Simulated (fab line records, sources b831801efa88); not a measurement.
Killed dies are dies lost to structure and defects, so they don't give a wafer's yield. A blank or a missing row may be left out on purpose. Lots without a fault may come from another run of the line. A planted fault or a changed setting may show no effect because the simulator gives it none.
A struck lot beside a sound one | flow sky130 | 16 steps out of a route of 708
Sound: wafers L371.1, L371.2, L371.3. Struck: wafers L388.1, L388.3, L388.4. The cause comes at the end.
At each step with rows: each side's tool, then ch and its chambers, then its first start. Under that, the readings that differ: sound wafers | struck wafers | difference of the means | sigmas: that difference in standard deviations of wafers without a fault.
alike: readings whose means differ by less than 2 such deviations, and words and numbers that are the same on both sides. not compared: withheld readings, readings that some wafer has no value for, bounds like >300 that may hide the same value, and numbers for which the record gives no deviation and whose values overlap.
The two part at a step that has a row with sigmas, a row that says differs or no value, or rows on one side only. Numbers that don't overlap but have no deviation are shown without sigmas and don't part them. A reading that every wafer of one side lacks parts them only if that side has two wafers or more.

SKY_NWELL_RS_MEAS_29: measures by four-point-probe.
  sound on film_metro-04, day 5 18:47; struck on film_metro-01, day 10 05:44
  alike: NWELL_RS
SKY_NWELL_RS_MEAS_31: measures by four-point-probe.
  sound on film_metro-04, day 5 19:01; struck on film_metro-01, day 10 05:59
  alike: PWDE_RS
then, 7 steps without rows for these wafers: SKY_VT_ADJUST_HVTP_DEHYDRATE_00 (time 60 s); SKY_VT_ADJUST_HVTP_HMDS_01 (prime time 60 s); SKY_VT_ADJUST_HVTP_COAT_02 (resist thk 1140 nm); SKY_VT_ADJUST_HVTP_SOFTBAKE_03 (time 60 s); SKY_VT_ADJUST_HVTP_EXPOSE_04 (exposes mask HVTPM, target cd 380 nm); SKY_VT_ADJUST_HVTP_PEB_05; SKY_VT_ADJUST_HVTP_DEVELOP_06 (develop time 60 s).
SKY_VT_ADJUST_HVTP_CD_MEAS_07: target cd 380 nm.
  sound on cd_sem-01, day 6 13:47; struck on cd_sem-01, day 11 04:31
  alike: cd_nm
SKY_VT_ADJUST_HVTP_OVL_MEAS_08:
  sound on overlay-02, day 6 13:55; struck on overlay-01, day 11 04:38
  alike: VT_ADJUST_HVTP_OVL
SKY_VT_ADJUST_HVTP_IMPLANT_09:
  sound on implanter-01 ch 0, day 6 13:57; struck on implanter-01 ch 0, day 11 04:40
  reading                   | sound                | struck               | difference | sigmas
  beam_energy_keV           | 150.02 149.98 150.03 | 139.29 139.33 139.34 | -10.69     | -99 or more
  model.implant.rp_nm (nm)  | 83.24 83.24 83.24    | 77.74 77.74 77.74    | -5.50      |
  model.implant.drp_nm (nm) | 33.4 33.4 33.4       | 31.52 31.52 31.52    | -1.88      |
  alike: dose_ions_cm2
SKY_VT_ADJUST_HVTP_STRIP_10: strips in O2/N2.
  sound on plasma_asher-01 ch 0,1, day 6 14:06; struck on plasma_asher-03 ch 0,1, day 11 04:49
  reading                      | sound             | struck            | difference | sigmas
  strip_time_to_endpoint_s (s) | 14.12 14.14 14.15 | 14.25 14.20 14.23 | +0.09      | +2
  alike: drypump_motor_current_A, oes_product_au
  not compared: rf_hours_counter_h
SKY_VT_ADJUST_HVTP_TW_MEAS_11:
  sound on film_metro-02, day 6 14:12; struck on film_metro-02, day 11 04:55
  reading           | sound          | struck         | difference | sigmas
  VT_ADJUST_HVTP_TW | 1345 1346 1346 | 1308 1322 1322 | -28        | -5
then, 1 step without rows for these wafers: SKY_VT_ADJUST_LVTN_DEHYDRATE_00 (time 60 s).
-- the record jumps here: 39 days lie between the struck wafers' starts before and after (it left off in module VT_ADJUST_LVTN and takes up again in module PAD_OPEN, whose first step shown is number 708 of the route) --
SKY_PAD_OPEN_PROBE_99:
  sound on prober-01, day 46 06:02; struck on prober-01, day 50 03:59
  reading                                  | sound                | struck               | difference | sigmas
  model.etest.tip_p.rs_ohm_sq              | 6858 6874 6857       | 7081 7140 7071       | +234       |
  model.etest.pfet_01v8.drive_ua_um        | 194.3 192.8 190.9    | 184.4 179.1 188.9    | -8.5       |
  model.etest.pfet_01v8_mvt.drive_ua_um    | 153.2 152.3 152.8    | 146.2 141.2 146.3    | -8.2       |
  model.etest.pfet_01v8_hvt.drive_ua_um    | 145.4 143.8 142.6    | 135.6 133.7 140.6    | -7.3       |
  model.etest.pfet_01v8_mvt.off_log10_a_um | -10.64 -10.51 -10.6  | -11.76 -11.85 -11.55 | -1.14      |
  model.etest.pfet_01v8.off_log10_a_um     | -9.667 -9.658 -9.601 | -10.7 -10.98 -10.43  | -1.1       |
  alike: killed_at_M0_to_M3, killed_at_M4_up, killed_at_contacts, killed_at_front_end, killed_at_other, killed_dies, killed_open, killed_short
  not compared: model.etest.pfet_01v8.r_on_ohm_um, model.etest.sram_pfet_latch.drive_ua_um

WHERE THEY PART
First at SKY_VT_ADJUST_HVTP_IMPLANT_09; last, within this record, at SKY_VT_ADJUST_HVTP_TW_MEAS_11. Later steps at which nothing parts them and some readings are alike: SKY_PAD_OPEN_PROBE_99.

WHY: what the simulator had put in
Process parameter drift: implanter-01, from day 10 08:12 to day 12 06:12, at SKY_VT_ADJUST_HVTP_IMPLANT_09. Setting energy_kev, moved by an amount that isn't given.
